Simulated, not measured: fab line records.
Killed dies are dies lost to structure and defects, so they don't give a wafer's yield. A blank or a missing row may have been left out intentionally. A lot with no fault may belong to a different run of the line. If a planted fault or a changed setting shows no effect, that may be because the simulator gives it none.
What tool caused it?	flow gf180mcu	13 lots with 39 wafers sampled at 4 steps, on a route of 602 steps

## WHAT THE GAUGES SHOWED, per wafer
GF_PASSIVATION_BOW_MEAS_14.
lot	measured	on	PASSIVATION_BOW (um)
L991	day 29 05:28	filmMetro-03	146 155 152
L992	day 29 06:55	filmMetro-03	116 126 116
L993	day 29 18:46	filmMetro-03	146 139 143
L994	day 29 22:12	filmMetro-02	143 118 141
L995	day 30 07:22	filmMetro-03	133 137 138
L996	day 30 14:49	filmMetro-03	135 131 141
L998	day 31 08:14	filmMetro-03	141 147 148
L100	day 31 19:56	filmMetro-02	144 127 140
L101	day 32 02:02	filmMetro-04	128 135 120
L102	day 32 05:28	filmMetro-03	148 143 144
L103	day 32 16:41	filmMetro-03	130 122 129
L109	day 33 20:21	filmMetro-03	145 146 129
L114	day 35 05:18	filmMetro-04	133 139 136

## EACH LOT AND THE TOOL THAT RAN IT (in order: tool; ch and the chambers of the sampled wafers; start)
lot	GF_V2_CVD_23	GF_TOP_METAL_SPUTTER_01	GF_PASSIVATION_ETCH_11
L991	cvdW-01 ch 0,1, day 20 12:14	pvdSputter-02, day 27 11:44	rieDiel-03 ch 0,1, day 29 03:37
L992	cvdW-02 ch 0,1, day 20 12:29	pvdSputter-03, day 27 12:43	rieDiel-02 ch 0,2,3, day 29 05:03
L993	cvdW-02 ch 0,1, day 21 05:22	pvdSputter-02, day 28 00:49	rieDiel-01 ch 0,1,2, day 29 16:55
L994	cvdW-02 ch 0,1, day 21 09:05	pvdSputter-04, day 28 04:26	rieDiel-03 ch 0,2,3, day 29 20:22
L995	cvdW-01 ch 0,1, day 21 21:44	pvdSputter-04, day 28 13:35	rieDiel-03 ch 0,2,3, day 30 05:31
L996	cvdW-01 ch 0,1, day 22 06:47	pvdSputter-02, day 28 22:28	rieDiel-03 ch 0,1,2, day 30 12:58
L998	cvdW-01 ch 0,1, day 23 03:37	pvdSputter-04, day 29 16:46	rieDiel-02 ch 1,2, day 31 06:22
L100	cvdW-02 ch 0,1, day 23 20:26	pvdSputter-02, day 30 04:38	rieDiel-02 ch 0,1,3, day 31 18:04
L101	cvdW-01 ch 1, day 24 00:44	pvdSputter-02, day 30 11:08	rieDiel-03 ch 2,3, day 32 00:10
L102	cvdW-01 ch 0,1, day 24 07:33	pvdSputter-02, day 30 14:57	rieDiel-03 ch 0,1,3, day 32 03:36
L103	cvdW-01 ch 0,1, day 24 23:14	pvdSputter-02, day 31 04:29	rieDiel-02 ch 1,2, day 32 14:49
L109	cvdW-02 ch 0,1, day 26 11:25	pvdSputter-02, day 32 08:49	rieDiel-01 ch 0,1,2, day 33 18:31
L114	cvdW-01 ch 0,1, day 28 07:36	pvdSputter-03, day 33 20:27	rieDiel-02 ch 0,2,3, day 35 03:28
- GF_V2_CVD_23: deposits W, target thk 350 nm, time 104.94 s.
- GF_TOP_METAL_SPUTTER_01: material TiN, target thk 30 nm, time 25 s.
- GF_PASSIVATION_ETCH_11: etches the open film in CF4/O2, stops on TiN, target depth 1800 nm, time 400 s.

## WHAT THE TOOLS THEMSELVES READ (means of the sampled wafers that have a number; where no wafer has one, the mark that the record gives instead)
GF_V2_CVD_23.
lot	tool	heaterPowerW (W)
L991	cvdW-01	923
L992	cvdW-02	850
L993	cvdW-02	840
L994	cvdW-02	834
L995	cvdW-01	919
L996	cvdW-01	908
L998	cvdW-01	916
L100	cvdW-02	842
L101	cvdW-01	931
L102	cvdW-01	930
L103	cvdW-01	907
L109	cvdW-02	858
L114	cvdW-01	928

GF_TOP_METAL_SPUTTER_01.
lot	tool	throttleValvePct (%)
L991	pvdSputter-02	30.3
L992	pvdSputter-03	30.6
L993	pvdSputter-02	30.2
L994	pvdSputter-04	30.5
L995	pvdSputter-04	30.4
L996	pvdSputter-02	29.8
L998	pvdSputter-04	29.8
L100	pvdSputter-02	30.2
L101	pvdSputter-02	30.1
L102	pvdSputter-02	30.5
L103	pvdSputter-02	30.4
L109	pvdSputter-02	29.8
L114	pvdSputter-03	29.7

GF_PASSIVATION_ETCH_11.
lot	tool	drypumpMotorCurrentA (A)	oesProductAu (a.u.)	throttleValvePct (%)
L991	rieDiel-03	6.3	0.963	5.971
L992	rieDiel-02	5.6	0.949	5.955
L993	rieDiel-01	5.9	0.952	5.953
L994	rieDiel-03	5.9	0.948	5.951
L995	rieDiel-03	5.9	0.948	5.952
L996	rieDiel-03	6.1	0.957	5.954
L998	rieDiel-02	5.2	0.957	5.962
L100	rieDiel-02	6.0	0.953	5.958
L101	rieDiel-03	5.7	0.952	5.950
L102	rieDiel-03	6.0	0.954	5.958
L103	rieDiel-02	5.2	0.952	5.954
L109	rieDiel-01	5.9	0.950	5.960
L114	rieDiel-02	5.6	0.940	5.955

## THE ANSWER, worked out from the rows above alone
Rule: usual is defined by the lots themselves. Put in order of their means at a reading, lots are off if they are a third of the lots or fewer, leave a main group of 4 or more, and stand apart from it by a gap of 3 or more times the standard deviation of the main group's means; of several such gaps the widest counts. If all means in a main group match to the digits the tables above print for the reading, that group is not used. Also off: a lot with no number at a reading for which 4 or more lots have one. The other lots that the step has rows for count as sound. After the gauges, taken in route order, come the tools' own readings; for these a lot's mean is taken, as printed above. At the first step where some lot is off, the reading lying furthest off is the one used; lots without a number count as furthest.
No lot is off at any reading shown: from this, nothing can be told.

## WHAT THE SIMULATOR HAD PUT IN
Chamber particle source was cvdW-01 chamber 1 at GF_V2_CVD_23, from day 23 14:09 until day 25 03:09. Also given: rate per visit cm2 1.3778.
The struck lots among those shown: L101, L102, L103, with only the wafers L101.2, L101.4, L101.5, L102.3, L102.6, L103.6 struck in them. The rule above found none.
